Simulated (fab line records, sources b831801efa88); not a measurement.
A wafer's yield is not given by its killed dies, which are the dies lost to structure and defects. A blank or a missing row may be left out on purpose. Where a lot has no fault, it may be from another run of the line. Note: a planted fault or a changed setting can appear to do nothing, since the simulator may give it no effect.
fab line records + flow sky130
record:
- lots: 4
- wafers: 12
- last_day: 49
route steps=708 shown METAL3@555 VIA3@573 PAD_OPEN@708
lots with no fault: from the same line, run without faults
start_h: start of the lot's first displayed wafer, in hours after the record's first day + wait_h: how many hours have passed since the lot's step before this one + " same as the row above + L1.1+2: one row covering several wafers at once + - either no value or no given start + * or withheld: withheld + < > ~ a bound
route shown NAME@n: a module of which the file shows steps, and the number in the route of the first + usual: mean and standard deviation over wafers with no fault + same: alike in all rows + chamber/n: place in a boat + sites: readings site by site + _std_site: the standard deviation of these + _edge_site: the outer-site mean with the inner-site mean subtracted + radius_mm: for every site, how far away it sits from the centre of the wafer + mask NAME#n: copy n + behind: the last tool/chamber to shape the wafer + hold: why the lot went on hold/how many hours it stayed there/how the hold came to an end + device: transistor that didn't switch, given as n, p or np + end of line: tests run on the same wafers once the route is complete + step lacking rows: just its recipe + killed: count of dies lost to structure and defects at first sort (not the wafer's yield) + map: dies across one wafer; x = killed, . = not, _ = none there
set.NAME: setting as actually run; set.NAME@STEP: the setting as run at that earlier step + model.NAME: the simulator's own value behind a step, which no gauge read
lots seen at some steps along the route; tables by step, rows by wafer
services: when a tool's chamber went out of use (start_h, in hours from the record's first day, below 0 if earlier), for how many hours, and the reason
== steps ==
step: SKY_METAL3_DEHYDRATE_05
recipe:
- temp_c: 200
- time_s: 60
step: SKY_METAL3_HMDS_06
recipe:
- prime_time_s: 60
- prime_temp_c: 120
step: SKY_METAL3_COAT_07
recipe:
- resist: BARC
- temp_c: withheld
- time_s: withheld
- spin_rpm: 3000
- resist_thk_nm: 60
step: SKY_METAL3_COAT_08
recipe:
- resist: KrF-thick
- spin_rpm: 3000
- resist_thk_nm: 1140
step: SKY_METAL3_SOFTBAKE_09
recipe:
- temp_c: 100
- time_s: 90
- resist: KrF-thick
step: SKY_METAL3_EXPOSE_10
recipe:
- mask_id: MM3
- na: 0.68
- source_shape: annular
- sigma_inner: 0.4
- sigma_outer: 0.8
- target_cd_nm: 300
- dose_mj: 28
step: SKY_METAL3_PEB_11
recipe:
- peb_temp_c: withheld
- peb_time_s: withheld
- resist: KrF-thick
step: SKY_METAL3_DEVELOP_12
recipe:
- develop_time_s: 60
- resist: KrF-thick
- dev_temp_c: 21
step: SKY_METAL3_DESCUM_15
recipe:
- chemistry: O2
- source_power_w: 150
- bias_power_w: 0
- pressure_mtorr: 10
- temp_c: 40
- time_s: 8
step: SKY_METAL3_ETCH_16
recipe:
- chemistry: N2/H2
- target: BARC
- ion_energy_ev: 200
- bias_w: 100
- pressure_mtorr: 30
- n2_flow_sccm: 100
- h2_flow_sccm: 200
- icp_w: 500
- stop_on: SiO2
- time_s: 88.2
- target_depth_a: 600
step: SKY_METAL3_ETCH_17
recipe:
- target: SiO2
- stop_on: TiN
- chemistry: C4F8/O2/Ar
- source_w: 1500
- bias_w: 1200
- pressure_mtorr: 40
- c4f8_flow_sccm: withheld
- O2_flow_sccm: 6
- Ar_flow_sccm: 300
- time_s: 3.9
- target_depth_a: 150
usual:
- oes_product_au: 0.751/0.006
| lot.wafer | tool        | chamber | start_h | wait_h | oes_product_au | rf_hours_counter_h |
|-----------|-------------|---------|---------|--------|----------------|--------------------|
| L638.1    | rie_diel-01 | 1       | 901.37  | 0.1    | 0.753          | 1                  |
| L638.3    | "           | 3       | "       | "      | 0.754          | 7                  |
| L638.6    | "           | 1       | "       | "      | 0.746          | -                  |
| L651.1    | rie_diel-01 | 3       | 1000.24 | 0.1    | 0.741          | 10                 |
| L651.3    | "           | 0       | "       | "      | 0.740          | 14                 |
| L651.6    | "           | 1       | "       | "      | 0.755          | -                  |
| L652.1    | rie_diel-01 | 0       | 1009.54 | 0.1    | 0.755          | 14                 |
| L652.2    | "           | 1       | "       | "      | 0.742          | 5                  |
| L652.6    | "           | 1       | "       | "      | 0.751          | -                  |
| L657.2    | rie_diel-03 | 3       | 1037.47 | 0.1    | 0.738          | 18                 |
| L657.4    | "           | 1       | "       | "      | 0.751          | 14                 |
| L657.5    | "           | 0       | "       | "      | 0.756          | -                  |
step: SKY_METAL3_METAL_ETCH_18
recipe:
- target_depth_a: 8450
- stop_on: SiO2
- over_etch_frac: 0.3
- time_s: 183.1
- chemistry: Cl2/BCl3
- resist_sidewall_deg: 88
- pressure_mtorr: 10
- icp_w: 900
- bias_w: 48.5
- Cl2_flow_sccm: 60
- bcl3_flow_sccm: 30
step: SKY_METAL3_STRIP_19
recipe:
- chemistry: O2/N2
- power_w: 1400
- pressure_mtorr: 1500
- platen_temp_c: withheld
- o2_flow_sccm: 3000
- n2_flow_sccm: 300
- overash_fraction: 0.5
step: SKY_METAL3_STRIP_20
recipe:
- chemistry: post_etch_residue_remover
- time_s: 1200
- temp_c: 72.5
step: SKY_METAL3_CLEAN_21
recipe:
- chemistry: IPA
- time_s: 180
- temp_c: 25
step: SKY_METAL3_CLEAN_22
recipe:
- chemistry: O3/DIW
- dry: n2_spin
step: SKY_VIA3_HDPCVD_00
recipe:
- material: SiO2
- target_thk_nm: 1635
- sigma_open_frac: 0.3
- time_s: 272.5
- temp_c: 400
- sih4_flow_sccm: 60
- pressure_mtorr: 6
step: SKY_VIA3_CMP_02
recipe:
- material: SiO2
- down_force_psi: 4
- platen_rpm: 60
- pad_velocity_m_s: 0.94248
step: SKY_VIA3_DEHYDRATE_04
recipe:
- temp_c: 200
- time_s: 60
step: SKY_VIA3_HMDS_05
recipe:
- prime_time_s: 60
- prime_temp_c: 120
step: SKY_VIA3_COAT_06
recipe:
- resist: BARC
- temp_c: withheld
- time_s: withheld
- spin_rpm: 3000
- resist_thk_nm: 60
step: SKY_VIA3_COAT_07
recipe:
- resist: KrF-thick
- spin_rpm: 3000
- resist_thk_nm: 450
step: SKY_VIA3_SOFTBAKE_08
recipe:
- temp_c: 100
- time_s: 90
- resist: KrF-thick
step: SKY_VIA3_EXPOSE_09
recipe:
- mask_id: VIM3
- na: 0.8
- source_shape: annular
- sigma_inner: 0.55
- sigma_outer: 0.85
- target_cd_nm: 200
- dose_mj: 38
step: SKY_VIA3_PEB_10
recipe:
- peb_temp_c: withheld
- peb_time_s: withheld
- resist: KrF-thick
step: SKY_VIA3_DEVELOP_11
recipe:
- develop_time_s: 60
- resist: KrF-thick
- dev_temp_c: 21
step: SKY_VIA3_ETCH_14
recipe:
- chemistry: N2/H2
- target: BARC
- ion_energy_ev: 200
- source_w: 500
- bias_w: 100
- pressure_mtorr: 30
- n2_flow_sccm: 100
- h2_flow_sccm: 200
- stop_on: SiO2
- time_s: 45.9
- target_depth_a: 600
step: SKY_VIA3_ETCH_15
recipe:
- target: SiO2
- chemistry: C4F8/O2/Ar
- target_depth_nm: 507
- stop_on: TiN
- mask_material: KrF-thick
- source_w: 1500
- bias_w: 1200
- pressure_mtorr: 40
- c4f8_flow_sccm: withheld
- O2_flow_sccm: 6
- Ar_flow_sccm: 300
- time_s: 78
step: SKY_VIA3_STRIP_16
recipe:
- chemistry: O2/N2
- power_w: 1400
- pressure_mtorr: 1500
- platen_temp_c: withheld
- o2_flow_sccm: 3000
- n2_flow_sccm: 300
- overash_fraction: 0.5
step: SKY_VIA3_STRIP_17
recipe:
- chemistry: post_etch_residue_remover
- time_s: 1200
- temp_c: 72.5
step: SKY_VIA3_CLEAN_18
recipe:
- chemistry: IPA
- time_s: 180
- temp_c: 25
step: SKY_VIA3_CLEAN_19
recipe:
- chemistry: O3/DIW
- dry: n2_spin
step: SKY_VIA3_SPUTTER_20
recipe:
- material: TiN
- target_thk_nm: 20
- chamber_pressure_pa: 5
- power_w: 4000
- time_s: 80
step: SKY_VIA3_CVD_21
recipe:
- material: W
- target_thk_nm: 390
- time_s: 117.31
- temp_c: 400
- pressure_torr: 40
step: SKY_PAD_OPEN_PROBE_99
usual:
- defect_limited_yield: 82.8/2
- killed_at_M0_to_M3: 43/7.2
- killed_at_M4_up: 3.0/2
- killed_at_contacts: 24/5.5
- killed_at_front_end: 15/4.2
- killed_at_other: 0.3/0.51
- killed_dies: 85/10
- killed_on_rim: 17/4
- killed_open: 46/7.3
- killed_short: 38/6.4
- sort_bin_3_pad_short: 0.9/0.42
- sort_bin_5_function: 10.3/1.5
- sort_bin_6_memory: 6.0/1.2
- sort_n_pass: 407/10
- sort_yield_pct: 82.8/2
same:
- gross_dies: 492
- killed_at_back_side: 0
- sort_bin_4_leakage[%]: 0
- sort_bin_8_speed[%]: 0
| lot.wafer | tool      | chamber | start_h | wait_h | defect_limited_yield[%] | killed_at_M0_to_M3 | killed_at_M4_up | killed_at_contacts | killed_at_front_end | killed_at_other | killed_dies | killed_on_rim | killed_open | killed_short | sort_bin_3_pad_short[%] | sort_bin_5_function[%] | sort_bin_6_memory[%] | sort_n_pass | sort_yield_pct[%] | model.etest.tester.sort_n_pass | model.etest.tester.sort_yield_pct | model.etest.tester.sort_bin_5_pct | model.etest.tester.sort_bin_3_pct |
|-----------|-----------|---------|---------|--------|-------------------------|--------------------|-----------------|--------------------|---------------------|-----------------|-------------|---------------|-------------|--------------|-------------------------|------------------------|----------------------|-------------|-------------------|--------------------------------|-----------------------------------|-----------------------------------|-----------------------------------|
| L638.1    | prober-02 | -       | 1076.18 | 0.1    | 83.9                    | 50                 | 2               | 19                 | 7                   | 1               | 79          | 21            | 43          | 36           | 0.8                     | 10.2                   | 5.1                  | 413         | 83.9              | 413                            | 83.94                             | 10.16                             | 0.813                             |
| L638.3    | prober-02 | -       | 1076.28 | 0.2    | 85.0                    | 38                 | 6               | 19                 | 11                  | 0               | 74          | 14            | 46          | 28           | 0.8                     | 9.3                    | 4.9                  | 418         | 85.0              | 418                            | 84.96                             | 9.35                              | 0.813                             |
| L638.6    | prober-02 | -       | 1076.43 | 0.2    | 81.3                    | 50                 | 5               | 23                 | 13                  | 1               | 92          | 13            | 51          | 41           | 1.0                     | 11.2                   | 6.5                  | 400         | 81.3              | 400                            | 81.3                              | 11.18                             | 1.016                             |
| L651.1    | prober-02 | -       | 1156.55 | 0.1    | 72.8                    | 80                 | 3               | 36                 | 14                  | 1               | 134         | 29            | 46          | 46           | 3.0                     | 18.1                   | 6.1                  | 358         | 72.8              | 358                            | 72.76                             | 18.09                             | 3.049                             |
| L651.3    | prober-02 | -       | 1156.65 | 0.2    | 71.3                    | 101                | 3               | 26                 | 11                  | 0               | 141         | 19            | 43          | 29           | 5.3                     | 17.1                   | 6.3                  | 351         | 71.3              | 351                            | 71.34                             | 17.07                             | 5.285                             |
| L651.6    | prober-02 | -       | 1156.80 | 0.2    | 74.6                    | 86                 | 0               | 21                 | 18                  | 0               | 125         | 38            | 47          | 40           | 4.3                     | 15.0                   | 6.1                  | 367         | 74.6              | 367                            | 74.59                             | 15.04                             | 4.268                             |
| L652.1    | prober-01 | -       | 1162.95 | 0.1    | 75.2                    | 95                 | 4               | 9                  | 14                  | 0               | 122         | 13            | 40          | 23           | 4.1                     | 14.2                   | 6.5                  | 370         | 75.2              | 370                            | 75.2                              | 14.23                             | 4.065                             |
| L652.2    | prober-01 | -       | 1163.00 | 0.1    | 75.8                    | 80                 | 2               | 20                 | 17                  | 0               | 119         | 35            | 46          | 40           | 3.0                     | 15.4                   | 5.7                  | 373         | 75.8              | 373                            | 75.81                             | 15.45                             | 3.049                             |
| L652.6    | prober-01 | -       | 1163.20 | 0.2    | 77.6                    | 78                 | 1               | 21                 | 9                   | 1               | 110         | 30            | 36          | 38           | 2.4                     | 13.8                   | 6.1                  | 382         | 77.6              | 382                            | 77.64                             | 13.82                             | 2.439                             |
| L657.2    | prober-02 | -       | 1184.77 | 0.1    | 85.0                    | 43                 | 2               | 16                 | 13                  | 0               | 74          | 14            | 37          | 37           | 0.4                     | 10.4                   | 4.3                  | 418         | 85.0              | 418                            | 84.96                             | 10.37                             | 0.4065                            |
| L657.4    | prober-02 | -       | 1184.87 | 0.2    | 80.9                    | 50                 | 2               | 30                 | 12                  | 0               | 94          | 17            | 49          | 45           | 1.2                     | 10.6                   | 7.3                  | 398         | 80.9              | 398                            | 80.89                             | 10.57                             | 1.22                              |
| L657.5    | prober-02 | -       | 1184.92 | 0.2    | 84.1                    | 37                 | 7               | 22                 | 12                  | 0               | 78          | 18            | 38          | 40           | 0.8                     | 8.5                    | 6.5                  | 414         | 84.1              | 414                            | 84.15                             | 8.537                             | 0.813                             |
killed by level:class
L638.1 VIA1:geometric_particle:open=10 METAL1:geometric_particle:short=8 LI_CONTACT:geometric_particle:open=8 VIA2:geometric_particle:open=8 VIA3:geometric_particle:open=7 METAL2:geometric_particle:short=6 VIA1:geometric_particle:short=4 FIELD_ISO:geometric_particle:open=3
L638.3 VIA3:geometric_particle:open=10 VIA1:geometric_particle:open=9 LI_CONTACT:geometric_particle:open=7 CONTACT:geometric_particle:open=6 METAL1:geometric_particle:short=6 FIELD_ISO:geometric_particle:open=5 CONTACT:geometric_particle:short=4 VIA2:geometric_particle:short=4
L638.6 CONTACT:geometric_particle:open=10 VIA1:geometric_particle:open=9 METAL1:geometric_particle:short=8 VIA3:geometric_particle:open=7 VIA1:geometric_particle:short=6 VIA2:geometric_particle:open=6 POLY_GATE:geometric_particle:open=4 LI_CONTACT:geometric_particle:short=4
L651.1 METAL3:unspecified=42 CONTACT:geometric_particle:open=12 LI_CONTACT:geometric_particle:open=9 CONTACT:geometric_particle:short=9 VIA3:geometric_particle:open=8 LOCAL_INTERCONNECT:geometric_particle:short=6 METAL1:geometric_particle:short=6 VIA2:geometric_particle:open=5
L651.3 METAL3:unspecified=69 VIA1:geometric_particle:open=13 CONTACT:geometric_particle:open=10 LI_CONTACT:geometric_particle:open=6 METAL2:geometric_particle:short=5 FIELD_ISO:geometric_particle:open=4 POLY_GATE:geometric_particle:short=4 CONTACT:geometric_particle:short=4
L651.6 METAL3:unspecified=38 CONTACT:geometric_particle:open=9 VIA1:geometric_particle:open=9 FIELD_ISO:geometric_particle:open=8 VIA2:geometric_particle:open=8 VIA1:geometric_particle:short=7 METAL3:geometric_particle:short=5 METAL1:geometric_particle:short=5
L652.1 METAL3:unspecified=59 VIA1:geometric_particle:open=8 VIA2:geometric_particle:open=8 VIA3:geometric_particle:open=6 METAL1:geometric_particle:short=5 FIELD_ISO:geometric_particle:open=4 POLY_GATE:geometric_particle:open=4 POLY_GATE:geometric_particle:short=4
L652.2 METAL3:unspecified=33 VIA1:geometric_particle:open=13 VIA3:geometric_particle:open=8 CONTACT:geometric_particle:open=5 LOCAL_INTERCONNECT:geometric_particle:short=5 METAL2:geometric_particle:short=5 VIA3:geometric_particle:short=5 FIELD_ISO:geometric_particle:short=4
L652.6 METAL3:unspecified=36 VIA1:geometric_particle:open=7 VIA3:geometric_particle:open=7 LOCAL_INTERCONNECT:geometric_particle:short=6 LI_CONTACT:geometric_particle:open=5 CONTACT:geometric_particle:open=5 METAL2:geometric_particle:short=5 VIA2:geometric_particle:short=5
L657.2 VIA1:geometric_particle:open=10 VIA3:geometric_particle:open=8 LOCAL_INTERCONNECT:geometric_particle:short=5 METAL2:geometric_particle:short=5 FIELD_ISO:geometric_particle:open=4 CONTACT:geometric_particle:short=4 CONTACT:geometric_particle:open=4 VIA1:geometric_particle:short=4
L657.4 VIA1:geometric_particle:open=12 CONTACT:geometric_particle:open=9 VIA1:geometric_particle:short=9 VIA3:geometric_particle:open=9 LI_CONTACT:geometric_particle:open=8 METAL2:geometric_particle:short=7 POLY_GATE:geometric_particle:short=5 POLY_GATE:geometric_particle:open=5
L657.5 VIA1:geometric_particle:open=10 CONTACT:geometric_particle:open=9 VIA2:geometric_particle:open=7 CONTACT:geometric_particle:short=7 METAL1:geometric_particle:short=7 METAL4:geometric_particle:short=5 VIA1:geometric_particle:short=4 POLY_GATE:geometric_particle:open=4
map L651.3 (x killed, . not)
__________....x.xx.._________
________.x......xx...._______
______.x.x..x.xxx.xxxx.._____
_____....x..x.x.xxxxxx...____
____.x......x.xxxxxxxx....___
___......x..xxxxxxxxxxx....__
__x...x...x..xxxxxxxxxx....._
_.....xx.....xxxxxxxxxxxx....
_...........x.xxxxxxxx....x.x
_...........x..xxxx...x....x.
_.........xx......x.........x
_.x..xx.........x...x.x.x....
_....x.x......x..xx..x......x
_.x..............x...x.x.....
_...........x.........x.xx...
__.x....x.x.........x.....x._
___..x..x..................__
____x.....x..x...........x___
_____...........x........____
______.....x.x.x........_____
________.x...x..xxxx.._______
__________..x....x.._________
map L652.1 (x killed, . not)
__________.........._________
________.............._______
______..xx..x....xxxxx.x_____
_____..........xxxxxxx...____
____.......x..xxxxxxxxxxx.___
___..x.......xxxxxxxxxx...x__
__.......x....xxxxxxxxxx..x._
_....x.....xx.xxxxxxxxx.x..x.
_.x...x........xxxxxxxx.x....
_.x............xx..x.....x...
_..........xx......xx........
_..x.x.........x..x..x.x.....
_.x.....x..x.........x....x..
_x......x............x.x.....
_..........xx...............x
__...x.........x............_
___x.xx..xx....x...........__
____....xx......xxx.......___
_____....................____
______.x.............x.._____
________...x.x........_______
__________.......x.._________
== services ==
| tool        | chamber | start_h | hours | kind           |
|-------------|---------|---------|-------|----------------|
| rie_diel-01 | 2       | 894.71  | 8.3   | repair         |
| rie_diel-03 | -       | 896.80  | 15.6  | pm             |
| rie_diel-03 | -       | 912.40  | 14.6  | pm             |
| rie_diel-03 | 0       | 927.00  | -     | clean          |
| rie_diel-03 | 0       | 927.00  | 14.4  | scheduled_down |
| rie_diel-03 | 0       | 927.00  | 14.4  | vent_cycle     |
| rie_diel-03 | 2       | 934.23  | 3.7   | repair         |
| rie_diel-03 | -       | 955.93  | 1.2   | repair         |
| rie_diel-03 | 3       | 966.75  | 7.6   | repair         |
== key ==
first_sign:
- step: SKY_PAD_OPEN_PROBE_99
- reading: sort_bin_3_pad_short
- direction: up
- sigmas: 6.8
- usual: 0.9
- struck: 3.7
effect:
- step: SKY_PAD_OPEN_PROBE_99
- reading: killed_at_M0_to_M3
- direction: up
- sigmas: 6.1
- usual: 43
- struck: 87
model_effect:
- step: SKY_PAD_OPEN_PROBE_99
- value: etest.tester.sort_n_pass
- without: 406.5
- struck: 366.8
met_at SKY_METAL3_ETCH_17
struck_wafers L651.1,L651.3,L651.6,L652.1,L652.2,L652.6
onset_between 901.37 1000.24
fault:
- kind: chamber_particle_source
- tool: rie_diel-01
- chamber: -
- onset_h: 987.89
- steps: SKY_METAL3_ETCH_17
- rate_per_visit_cm2: 1.1427
- end_h: 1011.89
